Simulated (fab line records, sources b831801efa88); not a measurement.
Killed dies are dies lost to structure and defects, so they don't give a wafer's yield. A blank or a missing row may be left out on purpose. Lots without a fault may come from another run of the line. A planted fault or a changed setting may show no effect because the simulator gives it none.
Which tool did it? | flow sky130 | 15 lots, 45 wafers sampled, at 3 steps of a route of 708

WHAT THE GAUGES READ, wafer by wafer
The record holds no reading of a measuring or inspecting step that can be judged against a usual standard deviation.

WHICH TOOL RAN EACH LOT (tool, then ch and the chambers of the sampled wafers, then the start)
lot  | SKY_METAL2_SPUTTER_03        | SKY_METAL2_DESCUM_17              | SKY_VIA2_PEB_10
L982 | pvd_sputter-01, day 34 12:08 | rie_metal-03 ch 0,1, day 35 15:07 | litho_track-02 ch 0, day 36 17:00
L983 | pvd_sputter-02, day 34 16:31 | rie_metal-04 ch 0,1, day 35 19:39 | litho_track-03 ch 0, day 36 22:00
L984 | pvd_sputter-04, day 35 10:20 | rie_metal-04 ch 0,1, day 36 12:46 | litho_track-03 ch 0, day 37 15:00
L986 | pvd_sputter-04, day 36 05:45 | rie_metal-02 ch 0,1, day 37 08:01 | litho_track-03 ch 0, day 38 10:00
L985 | pvd_sputter-01, day 36 07:54 | rie_metal-04 ch 0, day 37 09:18   | litho_track-02 ch 0, day 38 11:00
L987 | pvd_sputter-04, day 36 14:14 | rie_metal-04 ch 0, day 37 15:32   | litho_track-03 ch 0, day 38 17:00
L988 | pvd_sputter-02, day 36 16:02 | rie_metal-02 ch 0,1, day 37 18:16 | litho_track-04 ch 0, day 38 19:00
L989 | pvd_sputter-01, day 36 21:26 | rie_metal-04 ch 0,1, day 37 23:35 | litho_track-03 ch 0, day 39 01:00
L990 | pvd_sputter-04, day 37 01:41 | rie_metal-02 ch 0, day 38 03:16   | litho_track-04 ch 0, day 39 04:00
L993 | pvd_sputter-04, day 38 09:44 | rie_metal-02 ch 0,1, day 39 10:24 | litho_track-04, day 40 11:00
L994 | pvd_sputter-02, day 38 16:50 | rie_metal-02 ch 0,1, day 39 16:57 | litho_track-02, day 40 18:00
L995 | pvd_sputter-01, day 38 19:01 | rie_metal-03 ch 0,1, day 39 18:53 | litho_track-03, day 40 19:00
L996 | pvd_sputter-02, day 39 05:08 | rie_metal-04 ch 0,1, day 40 05:12 | litho_track-04 ch 0, day 41 06:00
L997 | pvd_sputter-01, day 39 07:08 | rie_metal-03 ch 0,1, day 40 07:32 | litho_track-04 ch 0, day 41 08:00
L103 | pvd_sputter-02, day 40 19:30 | rie_metal-03 ch 0,1, day 41 18:28 | litho_track-03 ch 0, day 42 19:00
- SKY_METAL2_SPUTTER_03: material Ti, target thk 5 nm, time 3.3 s.
- SKY_METAL2_DESCUM_17: chemistry O2, time 8 s.
- SKY_VIA2_PEB_10

WHAT THE TOOLS THEMSELVES READ (means of the sampled wafers that have a number; where no wafer has one, the mark that the record gives instead)
SKY_METAL2_SPUTTER_03.
lot  | tool           | throttle_valve_pct (%)
L982 | pvd_sputter-01 | 29.4
L983 | pvd_sputter-02 | 30.3
L984 | pvd_sputter-04 | 29.8
L986 | pvd_sputter-04 | 30.0
L985 | pvd_sputter-01 | 29.2
L987 | pvd_sputter-04 | 30.1
L988 | pvd_sputter-02 | 30.4
L989 | pvd_sputter-01 | 29.2
L990 | pvd_sputter-04 | 30.3
L993 | pvd_sputter-04 | 30.1
L994 | pvd_sputter-02 | 30.6
L995 | pvd_sputter-01 | 29.8
L996 | pvd_sputter-02 | 29.7
L997 | pvd_sputter-01 | 29.9
L103 | pvd_sputter-02 | 29.9

SKY_METAL2_DESCUM_17.
lot  | tool         | drypump_motor_current_A (A) | he_backside_leak_sccm (sccm) | oes_product_au (a.u.)
L982 | rie_metal-03 | 6.2                         | 3.41                         | 1.005
L983 | rie_metal-04 | 5.3                         | 3.81                         | 0.989
L984 | rie_metal-04 | 5.3                         | 3.89                         | 0.995
L986 | rie_metal-02 | 5.9                         | 3.38                         | 1.006
L985 | rie_metal-04 | 4.6                         | 3.18                         | 0.997
L987 | rie_metal-04 | 4.6                         | 3.19                         | 0.988
L988 | rie_metal-02 | 5.7                         | 3.40                         | 1.007
L989 | rie_metal-04 | 5.3                         | 3.20                         | 0.996
L990 | rie_metal-02 | 5.5                         | 3.31                         | 1.019
L993 | rie_metal-02 | 5.7                         | 3.28                         | 1.019
L994 | rie_metal-02 | 5.7                         | 3.34                         | 1.016
L995 | rie_metal-03 | 6.3                         | 3.56                         | 1.007
L996 | rie_metal-04 | 5.3                         | 3.24                         | 1.002
L997 | rie_metal-03 | 6.3                         | 3.45                         | 1.001
L103 | rie_metal-03 | 6.3                         | 3.64                         | 1.002

SKY_VIA2_PEB_10.
lot  | tool           | exhaust_pa (Pa)
L982 | litho_track-02 | 45.4
L983 | litho_track-03 | 46.0
L984 | litho_track-03 | 45.5
L986 | litho_track-03 | 44.2
L985 | litho_track-02 | 45.3
L987 | litho_track-03 | 44.4
L988 | litho_track-04 | 44.5
L989 | litho_track-03 | 45.0
L990 | litho_track-04 | 45.4
L993 | litho_track-04 | -
L994 | litho_track-02 | -
L995 | litho_track-03 | -
L996 | litho_track-04 | 45.4
L997 | litho_track-04 | 45.0
L103 | litho_track-03 | 44.6

THE ANSWER, worked out from the rows above alone
Rule: what is usual is taken from the lots themselves. Put in order of their means at a reading, lots are off if they are a third of the lots or fewer, leave a main group of 4 or more, and stand apart from it by a gap of 3 or more times the standard deviation of the main group's means; of several such gaps the widest counts. A main group whose means are all the same, to the digits that the tables above print for the reading, isn't used. A lot without any number at a reading at which 4 lots or more have one is off too. The other lots that the step has rows for count as sound. The gauges are gone through in route order, then the tools' own readings, and for those a lot's mean is taken as printed above. The first step at which some lot is off is used, and at that step the reading that is off furthest; a lot without a number counts as furthest.
Off: L993, L994, L995, at SKY_VIA2_PEB_10 (exhaust_pa). Without a number there: L993, L994, L995. The main group: mean 45.1 Pa, standard deviation 0.52.
A tool fits if, at that step or a process step before it, it ran every lot that is off, and no sound lot after the first of them. None of those tried fits.

WHAT THE SIMULATOR HAD PUT IN
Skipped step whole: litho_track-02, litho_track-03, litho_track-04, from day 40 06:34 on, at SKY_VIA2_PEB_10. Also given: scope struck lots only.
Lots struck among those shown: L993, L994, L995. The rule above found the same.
